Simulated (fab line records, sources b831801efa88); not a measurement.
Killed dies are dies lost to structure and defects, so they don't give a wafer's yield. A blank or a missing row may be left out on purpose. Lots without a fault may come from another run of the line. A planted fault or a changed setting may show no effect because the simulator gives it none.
Which tool did it? | flow gf180mcu | 7 lots, 21 wafers sampled, at 1 step of a route of 602

WHAT THE GAUGES READ, wafer by wafer
GF_SALICIDE_RS_MEAS_04: measures by four-point-probe.
lot  | measured     | on            | SALICIDE_TIN_RS (ohm/sq)
L961 | day 16 02:33 | film_metro-04 | 16.65 16.67 16.48
L963 | day 16 19:41 | film_metro-04 | 16.78 16.53 16.68
L966 | day 17 19:39 | film_metro-04 | 16.35 16.75 16.74
L970 | day 19 01:47 | film_metro-01 | 16.34 17.06 16.69
L972 | day 19 21:39 | film_metro-03 | 16.00 16.37 16.17
L979 | day 22 04:53 | film_metro-01 | 16.96 16.71 16.79
L982 | day 23 12:55 | film_metro-04 | 16.47 16.55 16.11

WHICH TOOL RAN EACH LOT (tool, then ch and the chambers of the sampled wafers, then the start)
The record holds no process step before these readings.

THE ANSWER, worked out from the rows above alone
Rule: what is usual is taken from the lots themselves. Put in order of their means at a reading, lots are off if they are a third of the lots or fewer, leave a main group of 4 or more, and stand apart from it by a gap of 3 or more times the standard deviation of the main group's means; of several such gaps the widest counts. A main group whose means are all the same, to the digits that the tables above print for the reading, isn't used. A lot without any number at a reading at which 4 lots or more have one is off too. The other lots that the step has rows for count as sound.
No lot is off at any reading shown: from this, nothing can be told.

WHAT THE SIMULATOR HAD PUT IN
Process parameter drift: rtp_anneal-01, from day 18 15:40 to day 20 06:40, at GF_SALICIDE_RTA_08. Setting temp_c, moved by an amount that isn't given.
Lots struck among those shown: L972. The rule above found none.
